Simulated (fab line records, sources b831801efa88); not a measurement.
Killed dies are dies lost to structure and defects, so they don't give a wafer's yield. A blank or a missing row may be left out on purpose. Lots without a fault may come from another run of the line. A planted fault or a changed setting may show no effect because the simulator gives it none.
A struck lot beside a sound one | flow sky130 | 16 steps out of a route of 708
Sound: wafers L880.2, L880.5, L880.6. Struck: wafers L889.2, L889.5, L889.6. The cause comes at the end.
At each step with rows: each side's tool, then ch and its chambers, then its first start. Under that, the readings that differ: sound wafers | struck wafers | difference of the means | sigmas: that difference in standard deviations of wafers without a fault.
alike: readings whose means differ by less than 2 such deviations, and words and numbers that are the same on both sides. not compared: withheld readings, readings that some wafer has no value for, bounds like >300 that may hide the same value, and numbers for which the record gives no deviation and whose values overlap.
The two part at a step that has a row with sigmas, a row that says differs or no value, or rows on one side only. Numbers that don't overlap but have no deviation are shown without sigmas and don't part them. A reading that every wafer of one side lacks parts them only if that side has two wafers or more.

first, 1 step without rows for these wafers: SKY_FIELD_ISO_CVD_03 (deposits Si3N4 from DCS/NH3, target thk 165 nm, time 2830 s).
SKY_FIELD_ISO_THK_MEAS_04:
  sound on film_metro-01, day 2 04:44; struck on film_metro-01, day 4 02:01
  alike: FIELD_ISO_CVD_03_THK
then, 8 steps without rows for these wafers: SKY_FIELD_ISO_DEHYDRATE_05 (time 60 s); SKY_FIELD_ISO_HMDS_06 (prime time 60 s); SKY_FIELD_ISO_COAT_07 (resist thk 60 nm); SKY_FIELD_ISO_COAT_08 (resist thk 450 nm); SKY_FIELD_ISO_SOFTBAKE_09 (time 90 s); SKY_FIELD_ISO_EXPOSE_10 (exposes mask FOM, target cd 150 nm); SKY_FIELD_ISO_PEB_11; SKY_FIELD_ISO_DEVELOP_12 (develop time 60 s).
SKY_FIELD_ISO_CD_MEAS_13: target cd 150 nm.
  sound on cd_sem-02, day 2 19:52; struck on cd_sem-02, day 4 18:58
  alike: cd_nm
SKY_FIELD_ISO_ETCH_14: etches BARC in N2/H2, stops on SiO2, time 45.9 s, target depth 60 nm.
  sound on rie_diel-01 ch 1,2,3, day 2 19:58; struck on rie_diel-01 ch 0,1,2, day 4 19:04
  alike: bias_w, chamber_pressure_mTorr, drypump_motor_current_A, h2_flow_sccm, oes_product_au, throttle_valve_pct
  not compared: rf_hours_counter_h
SKY_FIELD_ISO_ETCH_15: etches the open film in CHF3/O2, stops on Si, target depth 180 nm, time 72 s.
  sound on rie_diel-01 ch 1,2,3, day 2 20:00; struck on rie_diel-01 ch 0,1,2, day 4 19:06
  no value came back on the struck wafers for any of 6 readings (O2_flow_sccm (sccm), bias_w (W) and others); on the sound wafers O2_flow_sccm (sccm) reads 5.011 4.996 5.008
  reading                                          | sound             | struck            | difference | sigmas
  model.KrF-thick_of_FIELD_ISO_COAT_08.thk_nm (nm) | 230.7 232.9 235.5 | 395.5 393.4 396.5 | +162.1     |
  not compared: rf_hours_counter_h
SKY_FIELD_ISO_STRIP_16: strips in O2/N2.
  sound on plasma_asher-03 ch 0,1, day 2 20:03; struck on plasma_asher-04 ch 0,1, day 4 19:09
  reading                      | sound             | struck            | difference | sigmas
  oes_product_au (a.u.)        | 0.377 0.378 0.380 | 0.449 0.446 0.447 | +0.069     | +14
  strip_time_to_endpoint_s (s) | 3.49 3.50 3.54    | 5.22 5.19 5.24    | +1.71      | +52
  alike: drypump_motor_current_A
  not compared: rf_hours_counter_h
SKY_FIELD_ISO_ETCH_17: etches Si in HBr/Cl2/O2, target depth 342 nm, time 97.7 s.
  sound on rie_si-01 ch 0,1, day 2 20:09; struck on rie_si-02 ch 0,1,3, day 4 19:15
  alike: HBr_flow_sccm, O2_flow_sccm, drypump_motor_current_A, oes_product_au, throttle_valve_pct
  not compared: rf_hours_counter_h
-- the record jumps here: 44 days lie between the struck wafers' starts before and after (it left off in module FIELD_ISO and takes up again in module PAD_OPEN, whose first step shown is number 708 of the route) --
SKY_PAD_OPEN_PROBE_99:
  sound on prober-01, day 46 15:11; struck on prober-02, day 49 04:00
  reading             | sound    | struck      | difference | sigmas
  killed_at_front_end | 23 12 17 | 416 419 422 | +402       | +99 or more
  killed_dies         | 80 74 70 | 492 492 492 | +417       | +42
  killed_on_rim       | 16 11 9  | 96 96 96    | +84        | +21
  killed_open         | 32 43 42 | 49 56 56    | +15        | +2
  alike: killed_at_M0_to_M3, killed_at_M4_up, killed_at_contacts, killed_at_other, killed_short

WHERE THEY PART
First at SKY_FIELD_ISO_ETCH_15; last, within this record, at SKY_PAD_OPEN_PROBE_99.

WHY: what the simulator had put in
Skipped step whole: rie_diel-01, from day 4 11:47 on, at SKY_FIELD_ISO_ETCH_15. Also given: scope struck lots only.
